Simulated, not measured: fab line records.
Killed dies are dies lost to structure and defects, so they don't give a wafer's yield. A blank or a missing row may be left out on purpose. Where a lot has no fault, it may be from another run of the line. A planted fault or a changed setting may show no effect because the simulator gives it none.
fab line records | flow gf180mcu
record lots=6 | wafers=18 | lastDay=34
route steps=602 shown M3@413 PASSIVATION@602
lots with no fault: from the same line, run without faults
startH: start of the lot's first displayed wafer, in hours after the record's first day | waitH: time in hours since the lot's previous step | " identical to the entry in the row above | L1.1+2: one row covering several wafers at once | - either no value or no given start | * or withheld: withheld | < > ~ a bound
route shown NAME@n: a module of which the file shows steps, and the number in the route of the first | usual: the fault-free wafers' mean and standard deviation | same: alike in all rows | chamber/n: place in a boat | sites: the reading at each site | _std_site: standard deviation of those values | _edge_site: inner sites' mean taken away from outer sites' mean | radiusMm: for every site, how far away it sits from the centre of the wafer | mask NAME#n: copy n | behind: tool/chamber where the wafer was last shaped | hold: the reason the lot was held/the length of the hold in hours/how it ended | device: the transistor (n, p or np) that didn't switch | end of line: the same wafers' tests at the end of the route | for a step that has no rows: nothing shown but its recipe | killed: not the wafer's yield, but the dies lost to structure and defects at the first sort | map: a wafer's dies, x killed, . not, _ none there
set.NAME: the run value of the setting; set.NAME@STEP: its run value at that earlier step | model.NAME: the simulator's own value behind a step, which no gauge read
a table for each step, a row for each wafer; lots at some steps of the route
services: the hour from which a tool's chamber was out of use, counted from the record's first day as startH (under 0 if before that day), plus the number of hours and why
## steps
# step GF_M3_SPUTTER_04
# recipe material=TiN | targetThkNm=50 | powerW=6500 | timeS=41.7 | chamberPressurePa=0.4
# usual cathodeDcPowerW=6499.9/1.2 | throttleValvePct=30.0/1.4
lot.wafer | tool          | chamber | startH | waitH | cathodeDcPowerW | throttleValvePct
L892.1    | pvdSputter-01 | -       | 542.31 | 0.0   | 6500.4          | 30.2
L892.4    | "             | -       | "      | "     | 6500.1          | 29.0
L892.6    | "             | -       | "      | "     | 6498.3          | 28.9
L894.1    | pvdSputter-02 | -       | 568.79 | 0.0   | 6501.9          | 31.7
L894.5    | "             | -       | "      | "     | 6499.0          | 29.0
L894.6    | "             | -       | "      | "     | 6499.8          | 31.0
L897.2    | pvdSputter-03 | -       | 584.64 | 0.0   | 6501.0          | 29.8
L897.3    | "             | -       | "      | "     | 6500.9          | 28.3
L897.4    | "             | -       | "      | "     | 6499.2          | 30.5
L900.3    | pvdSputter-03 | -       | 610.38 | 0.0   | 6500.7          | 32.3
L900.5    | "             | -       | "      | "     | 6498.4          | 29.8
L900.6    | "             | -       | "      | "     | 6499.5          | 28.5
L905.2    | pvdSputter-01 | -       | 643.87 | 0.0   | 6499.4          | 30.1
L905.4    | "             | -       | "      | "     | 6497.8          | 30.7
L905.5    | "             | -       | "      | "     | 6501.0          | 27.4
L904.1    | pvdSputter-02 | -       | 643.87 | 0.0   | 6497.7          | 29.4
L904.3    | "             | -       | "      | "     | 6499.5          | 31.9
L904.5    | "             | -       | "      | "     | 6501.4          | 32.1
# step GF_M3_RS_MEAS_05
# recipe thkMeasGauge=four-point-probe | reads=TiN_of_M3_SPUTTER_04+Ti_of_M3_SPUTTER_03+AlCu_of_M3_SPUTTER_02+TiN_of_M3_SPUTTER_01+Ti_of_M3_SPUTTER_00
# usual M3_ALCU_RS=0.0706/0.00097
lot.wafer | tool         | chamber | startH | waitH | M3_ALCU_RS[ohm/sq]
L892.1    | filmMetro-03 | -       | 542.35 | 0.0   | 0.0698
L892.4    | "            | -       | "      | "     | 0.0692
L892.6    | "            | -       | "      | "     | 0.0689
L894.1    | filmMetro-02 | -       | 568.83 | 0.0   | 0.0705
L894.5    | "            | -       | "      | "     | 0.0703
L894.6    | "            | -       | "      | "     | 0.0700
L897.2    | filmMetro-03 | -       | 584.70 | 0.0   | 0.0694
L897.3    | "            | -       | "      | "     | 0.0715
L897.4    | "            | -       | "      | "     | 0.0700
L900.3    | filmMetro-02 | -       | 610.46 | 0.1   | 0.0691
L900.5    | "            | -       | "      | "     | 0.0698
L900.6    | "            | -       | "      | "     | 0.0709
L904.1    | filmMetro-03 | -       | 643.91 | 0.0   | 0.0707
L904.3    | "            | -       | "      | "     | 0.0708
L904.5    | "            | -       | "      | "     | 0.0701
L905.2    | filmMetro-02 | -       | 643.93 | 0.0   | 0.0698
L905.4    | "            | -       | "      | "     | 0.0711
L905.5    | "            | -       | "      | "     | 0.0693
# step GF_M3_THK_MEAS_06
# recipe thkMeasGauge=xrf | reads=AlCu_of_M3_SPUTTER_02
# usual M3_ALCU_THK=441/5.8
lot.wafer | tool         | chamber | startH | waitH | M3_ALCU_THK[nm]
L892.1    | filmMetro-03 | -       | 542.47 | 0.1   | 441
L892.4    | "            | -       | "      | "     | 448
L892.6    | "            | -       | "      | "     | 445
L894.1    | filmMetro-02 | -       | 568.95 | 0.1   | 442
L894.5    | "            | -       | "      | "     | 444
L894.6    | "            | -       | "      | "     | 445
L897.2    | filmMetro-03 | -       | 584.81 | 0.1   | 445
L897.3    | "            | -       | "      | "     | 433
L897.4    | "            | -       | "      | "     | 441
L900.3    | filmMetro-02 | -       | 610.56 | 0.1   | 455
L900.5    | "            | -       | "      | "     | 451
L900.6    | "            | -       | "      | "     | 443
L904.1    | filmMetro-03 | -       | 644.03 | 0.1   | 435
L904.3    | "            | -       | "      | "     | 439
L904.5    | "            | -       | "      | "     | 442
L905.2    | filmMetro-02 | -       | 644.04 | 0.1   | 447
L905.4    | "            | -       | "      | "     | 443
L905.5    | "            | -       | "      | "     | 452
# step GF_M3_DEHYDRATE_07
# recipe tempC=200 | timeS=60
# step GF_M3_HMDS_08
# recipe primeTimeS=60 | primeTempC=120
# step GF_M3_COAT_09
# recipe resist=KrF | spinRpm=withheld | resistThkNm=1000
# step GF_M3_SOFTBAKE_10
# recipe tempC=130 | timeS=60 | resist=KrF
# step GF_M3_EXPOSE_11
# recipe maskId=Metal3 | targetCdNm=280 | na=0.68 | sourceShape=conventional | sigmaOuter=0.6 | doseMj=28
# step GF_M3_PEB_12
# recipe pebTempC=135 | pebTimeS=90 | resist=KrF
# step GF_M3_DEVELOP_13
# recipe developTimeS=60 | devTempC=21
# step GF_M3_CD_MEAS_14
# recipe targetCdNm=280
# usual cdNm=279.7/1.1
lot.wafer | tool     | chamber | startH | waitH | cdNm
L892.1    | cdSem-01 | -       | 564.99 | 0.1   | 278.6
L892.4    | "        | -       | "      | "     | 279.6
L892.6    | "        | -       | "      | "     | 280.0
L894.1    | cdSem-02 | -       | 590.38 | 0.1   | 278.8
L894.5    | "        | -       | "      | "     | 279.1
L894.6    | "        | -       | "      | "     | 279.0
L897.2    | cdSem-01 | -       | 605.77 | 0.1   | 281.1
L897.3    | "        | -       | "      | "     | 280.8
L897.4    | "        | -       | "      | "     | 282.2
L900.3    | cdSem-02 | -       | 631.03 | 0.1   | 279.1
L900.5    | "        | -       | "      | "     | 278.3
L900.6    | "        | -       | "      | "     | 277.6
L905.2    | cdSem-01 | -       | 662.71 | 0.2   | 279.2
L905.4    | "        | -       | "      | "     | 279.9
L905.5    | "        | -       | "      | "     | 279.9
L904.1    | cdSem-01 | -       | 662.99 | 0.1   | 280.5
L904.3    | "        | -       | "      | "     | 280.0
L904.5    | "        | -       | "      | "     | 279.9
# step GF_M3_OVL_MEAS_15
# usual M3_OVL=2/4.6
lot.wafer | tool       | chamber | startH | waitH | M3_OVL[nm]
L892.1    | overlay-01 | -       | 565.11 | 0.1   | -7
L892.4    | "          | -       | "      | "     | -2
L892.6    | "          | -       | "      | "     | -7
L894.1    | overlay-02 | -       | 590.54 | 0.1   | 6
L894.5    | "          | -       | "      | "     | 2
L894.6    | "          | -       | "      | "     | 7
L897.2    | overlay-02 | -       | 605.88 | 0.1   | 8
L897.3    | "          | -       | "      | "     | 7
L897.4    | "          | -       | "      | "     | 6
L900.3    | overlay-01 | -       | 631.12 | 0.1   | 0
L900.5    | "          | -       | "      | "     | 1
L900.6    | "          | -       | "      | "     | 3
L905.2    | overlay-02 | -       | 662.82 | 0.1   | 4
L905.4    | "          | -       | "      | "     | 8
L905.5    | "          | -       | "      | "     | 3
L904.1    | overlay-01 | -       | 663.11 | 0.1   | -4
L904.3    | "          | -       | "      | "     | -1
L904.5    | "          | -       | "      | "     | -2
# step GF_M3_METAL_ETCH_16
# recipe chemistry=Cl2/BCl3 | maskMaterial=KrF | targetDepthNm=627.5 | stopOn=SiO2 | pressureMtorr=8 | icpW=800 | biasW=140 | Cl2_flow_sccm=80 | bcl3FlowSccm=40 | timeS=104.6
# usual biasW=140.0/0.37 | drypumpMotorCurrentA=5.6/0.36 | mfcCl2Sccm=80.00/0.2 | oesProductAu=0.968/0.0076 | throttleValvePct=28.255/0.013
lot.wafer | tool        | chamber | startH | waitH | biasW | drypumpMotorCurrentA | mfcCl2Sccm | oesProductAu | rfHoursCounterH | throttleValvePct | model.KrF_of_M3_COAT_09.thkNm | model.etch.depthNm | model.M3.featureDepthNm
L892.1    | rieMetal-03 | 0       | 565.15 | 0.0   | 140.1 | 6.3                  | 80.09      | 0.972        | 8.6             | 28.251           | 725                           | 602.6              | 602.6
L892.4    | "           | 0       | "      | "     | 140.5 | 6.3                  | 80.08      | 0.980        | -               | 28.247           | 724.4                         | 606.5              | 606.5
L892.6    | "           | 1       | "      | "     | 140.2 | 5.5                  | 79.75      | 0.983        | -               | 28.239           | 728.8                         | 607.7              | 607.7
L894.1    | rieMetal-04 | 1       | 590.57 | 0.0   | 140.5 | 5.3                  | 80.20      | 0.965        | 8.8             | 28.262           | 728.9                         | 597                | 597
L894.5    | "           | 1       | "      | "     | 140.1 | 5.3                  | 80.59      | 0.973        | -               | 28.265           | 731.5                         | 598.7              | 598.7
L894.6    | "           | 0       | "      | "     | 140.4 | 5.7                  | 80.16      | 0.978        | -               | 28.259           | 735.6                         | 600.9              | 600.9
L897.2    | rieMetal-03 | 1       | 605.91 | 0.0   | 140.0 | 5.6                  | 80.01      | 0.975        | 5.7             | 28.246           | 728.3                         | 606.7              | 606.7
L897.3    | "           | 0       | "      | "     | 140.1 | 6.3                  | 79.94      | 0.961        | -               | 28.264           | 734.9                         | 592.4              | 592.4
L897.4    | "           | 1       | "      | "     | 139.4 | 5.5                  | 79.76      | 0.972        | -               | 28.247           | 734.1                         | 600.1              | 600.1
L900.3    | rieMetal-04 | 0       | 631.19 | 0.1   | 110.4 | 5.8                  | 80.01      | 0.960        | -               | 28.270           | 742.5                         | 588.6              | 588.6
L900.5    | "           | 0       | "      | "     | 110.9 | 5.7                  | 79.71      | 0.960        | -               | 28.268           | 742.1                         | 588.8              | 588.8
L900.6    | "           | 1       | "      | "     | 110.6 | 5.3                  | 79.82      | 0.959        | -               | 28.258           | 736.5                         | 596.7              | 596.7
L905.2    | rieMetal-02 | 1       | 662.85 | 0.0   | 140.1 | 5.7                  | 79.68      | 0.976        | 2.8             | 28.235           | 734.8                         | 602.7              | 602.7
L905.4    | "           | 0       | "      | "     | 139.0 | 5.1                  | 80.18      | 0.958        | -               | 28.259           | 730.6                         | 593.7              | 593.7
L905.5    | "           | 1       | "      | "     | 139.8 | 5.7                  | 79.71      | 0.973        | -               | 28.235           | 737.3                         | 604.4              | 604.4
L904.1    | rieMetal-04 | 1       | 663.15 | 0.0   | 110.3 | 5.3                  | 79.89      | 0.964        | 11.1            | 28.256           | 733.3                         | 596.3              | 596.3
L904.3    | "           | 1       | "      | "     | 110.4 | 5.3                  | 80.21      | 0.962        | -               | 28.264           | 729.4                         | 597                | 597
L904.5    | "           | 1       | "      | "     | 110.8 | 5.3                  | 79.97      | 0.969        | -               | 28.256           | 735.2                         | 599.7              | 599.7
# step GF_M3_STRIP_17
# recipe chemistry=O2/N2 | powerW=1400 | pressureMtorr=1500 | platenTempC=250 | o2FlowSccm=3000 | n2FlowSccm=300 | overashFraction=0.5
# usual drypumpMotorCurrentA=5.6/0.54 | heaterPowerW=331/30 | oesProductAu=0.556/0.0053 | stripTimeToEndpointS=7.82/0.061
lot.wafer | tool           | chamber | startH | waitH | drypumpMotorCurrentA | heaterPowerW | oesProductAu | rfHoursCounterH | stripTimeToEndpointS
L892.1    | plasmaAsher-03 | 1       | 565.26 | 0.1   | 6.3                  | 327          | 0.548        | 15              | 7.79
L892.4    | "              | 1       | "      | "     | 6.4                  | 343          | 0.547        | -               | 7.78
L892.6    | "              | 1       | "      | "     | 6.4                  | 332          | 0.551        | -               | 7.82
L894.1    | plasmaAsher-01 | 1       | 590.69 | 0.1   | 6.0                  | 324          | 0.566        | 80              | 7.81
L894.5    | "              | 0       | "      | "     | 4.8                  | 361          | 0.554        | -               | 7.84
L894.6    | "              | 1       | "      | "     | 6.0                  | 322          | 0.559        | -               | 7.88
L897.2    | plasmaAsher-02 | 0       | 606.02 | 0.1   | 5.4                  | 336          | 0.549        | 51              | 7.81
L897.3    | "              | 0       | "      | "     | 5.4                  | 338          | 0.562        | -               | 7.87
L897.4    | "              | 1       | "      | "     | 5.7                  | 365          | 0.560        | -               | 7.86
L900.3    | plasmaAsher-01 | 0       | 631.29 | 0.1   | 4.7                  | 361          | 0.562        | -               | 7.95
L900.5    | "              | 0       | "      | "     | 4.7                  | 370          | 0.553        | -               | 7.95
L900.6    | "              | 1       | "      | "     | 6.0                  | 319          | 0.561        | -               | 7.88
L905.2    | plasmaAsher-03 | 0       | 662.96 | 0.1   | 5.5                  | 282          | 0.561        | 27              | 7.86
L905.4    | "              | 0       | "      | "     | 5.5                  | 277          | 0.556        | -               | 7.82
L905.5    | "              | 0       | "      | "     | 5.5                  | 277          | 0.561        | -               | 7.89
L904.1    | plasmaAsher-02 | 0       | 663.26 | 0.1   | 5.4                  | 340          | 0.550        | 57              | 7.85
L904.3    | "              | 0       | "      | "     | 5.3                  | 335          | 0.563        | -               | 7.81
L904.5    | "              | 0       | "      | "     | 5.3                  | 346          | 0.563        | -               | 7.88
# step GF_PASSIVATION_PROBE_99
lot.wafer | tool      | chamber | startH | waitH | model.etest.met3Comb.leakLog10AUm
L892.1    | prober-02 | -       | 734.55 | 0.1   | -11.9
L892.4    | prober-02 | -       | 734.70 | 0.2   | -11.99
L892.6    | prober-02 | -       | 734.80 | 0.2   | -12.14
L894.1    | prober-02 | -       | 754.31 | 0.1   | -12.07
L894.5    | prober-02 | -       | 754.51 | 0.2   | -12.05
L894.6    | prober-02 | -       | 754.56 | 0.2   | -11.95
L897.2    | prober-01 | -       | 767.15 | 0.1   | -12.01
L897.3    | prober-01 | -       | 767.20 | 0.2   | -12.03
L897.4    | prober-01 | -       | 767.25 | 0.2   | -12.08
L900.3    | prober-02 | -       | 787.34 | 0.2   | -9.422
L900.5    | prober-02 | -       | 787.44 | 0.2   | -10.26
L900.6    | prober-02 | -       | 787.49 | 0.2   | -11.87
L904.1    | prober-02 | -       | 810.71 | 0.1   | -12.03
L904.3    | prober-02 | -       | 810.81 | 0.2   | -11.87
L904.5    | prober-02 | -       | 810.91 | 0.2   | -11.99
L905.2    | prober-01 | -       | 811.04 | 0.1   | -11.99
L905.4    | prober-01 | -       | 811.14 | 0.2   | -12.11
L905.5    | prober-01 | -       | 811.19 | 0.2   | -11.95
# killed by level:class
L892.1 V4:geometricParticle:short=7 V3:geometricParticle:open=5 V4:geometricParticle:open=5 CONTACT:geometricParticle:short=4 V1:geometricParticle:short=3 M2:geometricParticle:short=3 V5:geometricParticle:open=3 STI:geometricParticle:open=2
L892.4 V2:geometricParticle:open=5 CONTACT:geometricParticle:short=4 STI:geometricParticle:open=3 STI:geometricParticle:short=3 POLY_GATE:geometricParticle:open=3 V1:geometricParticle:open=3 M3:geometricParticle:short=3 V4:geometricParticle:open=3
L892.6 V2:geometricParticle:open=6 V1:geometricParticle:open=5 V1:geometricParticle:short=5 STI:geometricParticle:short=3 CONTACT:geometricParticle:short=3 M1:geometricParticle:short=3 V3:geometricParticle:open=3 V4:geometricParticle:open=3
L894.1 CONTACT:geometricParticle:open=8 V3:geometricParticle:open=6 V4:geometricParticle:open=5 STI:geometricParticle:open=4 V1:geometricParticle:short=4 V5:geometricParticle:open=4 M1:geometricParticle:short=3 V1:geometricParticle:open=3
L894.5 CONTACT:geometricParticle:open=6 M1:geometricParticle:short=5 V1:geometricParticle:open=4 M2:geometricParticle:short=4 V5:geometricParticle:open=4 STI:geometricParticle:open=3 M3:geometricParticle:short=3 V3:geometricParticle:open=3
L894.6 CONTACT:geometricParticle:open=5 V5:geometricParticle:open=5 V4:geometricParticle:open=4 STI:geometricParticle:short=2 SALICIDE:geometricParticle:open=2 V2:geometricParticle:open=2 M3:geometricParticle:short=2 V5:geometricParticle:short=2
L897.2 V4:geometricParticle:open=7 M5:geometricParticle:short=7 V5:geometricParticle:open=6 V2:geometricParticle:short=5 STI:geometricParticle:short=4 V1:geometricParticle:open=4 V3:geometricParticle:open=4 V3:geometricParticle:short=3
L897.3 M2:geometricParticle:short=6 V3:geometricParticle:open=5 V4:geometricParticle:open=5 V5:geometricParticle:open=5 CONTACT:geometricParticle:open=3 V2:geometricParticle:open=3 M3:geometricParticle:short=3 M4:geometricParticle:short=3
L897.4 CONTACT:geometricParticle:short=4 V5:geometricParticle:open=4 STI:geometricParticle:short=3 M2:geometricParticle:short=3 M4:geometricParticle:short=3 V1:geometricParticle:open=2 V2:geometricParticle:open=2 M3:geometricParticle:short=2
L905.2 V3:geometricParticle:open=8 V2:geometricParticle:open=5 V4:geometricParticle:open=5 M2:geometricParticle:short=4 V4:geometricParticle:short=4 STI:geometricParticle:short=3 M1:geometricParticle:short=3 V2:geometricParticle:short=3
L905.4 V3:geometricParticle:open=4 CONTACT:geometricParticle:open=3 V4:geometricParticle:short=3 V1:geometricParticle:open=3 V2:geometricParticle:open=3 V5:geometricParticle:short=3 CONTACT:geometricParticle:short=2 V3:geometricParticle:short=2
L905.5 V2:geometricParticle:open=6 V1:geometricParticle:short=5 V3:geometricParticle:open=5 V5:geometricParticle:open=5 M1:geometricParticle:short=4 V4:geometricParticle:open=4 CONTACT:geometricParticle:open=3 V1:geometricParticle:open=3
## services
tool           | chamber | startH | hours | kind
rieMetal-02    | 1       | 542.24 | -     | clean
rieMetal-02    | 1       | 542.24 | 19.4  | scheduledDown
rieMetal-02    | 1       | 542.24 | 19.4  | ventCycle
plasmaAsher-02 | -       | 557.43 | 28.9  | repair
pvdSputter-02  | 2       | 585.35 | -     | consumableReplace:kit
pvdSputter-02  | 2       | 585.35 | 18.0  | scheduledDown
pvdSputter-02  | 2       | 585.35 | 18.0  | ventCycle
rieMetal-03    | -       | 596.79 | 0.4   | repair
rieMetal-02    | -       | 607.76 | 0.8   | repair
pvdSputter-01  | 0       | 614.63 | -     | consumableReplace:kit
pvdSputter-01  | 0       | 614.63 | 18.0  | scheduledDown
pvdSputter-01  | 0       | 614.63 | 18.0  | ventCycle
plasmaAsher-02 | -       | 623.36 | 1.4   | repair
pvdSputter-03  | 2       | 627.25 | -     | consumableReplace:kit
pvdSputter-03  | 2       | 627.25 | 18.0  | scheduledDown
pvdSputter-03  | 2       | 627.25 | 18.0  | ventCycle
## key
firstSign step=GF_M3_METAL_ETCH_16 | reading=biasW | direction=down | sigmas=79 | usual=140.0 | struck=110.6
effect none on later readings
modelEffect step=GF_M3_METAL_ETCH_16 | value=KrF_of_M3_COAT_09.thkNm | without=718.7 | struck=736.5
modelEffect step=GF_PASSIVATION_PROBE_99 | value=etest.met3Comb.leakLog10AUm | without=-12.03 | struck=-11.24
metAt GF_M3_METAL_ETCH_16
struckWafers L900.3,L900.5,L900.6,L904.1,L904.3,L904.5
sortLeftOut L900.3,L900.5,L900.6,L904.1,L904.3,L904.5
onsetBetween 590.57 631.19
fault kind=processParameterDrift | tool=rieMetal-04 | chamber=- | onsetH=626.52 | steps=GF_M3_METAL_ETCH_16 | channel=biasW | offset=-29.181 | shape=step | endH=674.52 | actsIn=theseRecipesOnly | stated=140
# sortLeftOut: the simulated sort isn't trusted on such a fault, so these wafers' sort isn't shown, and their yield isn't known
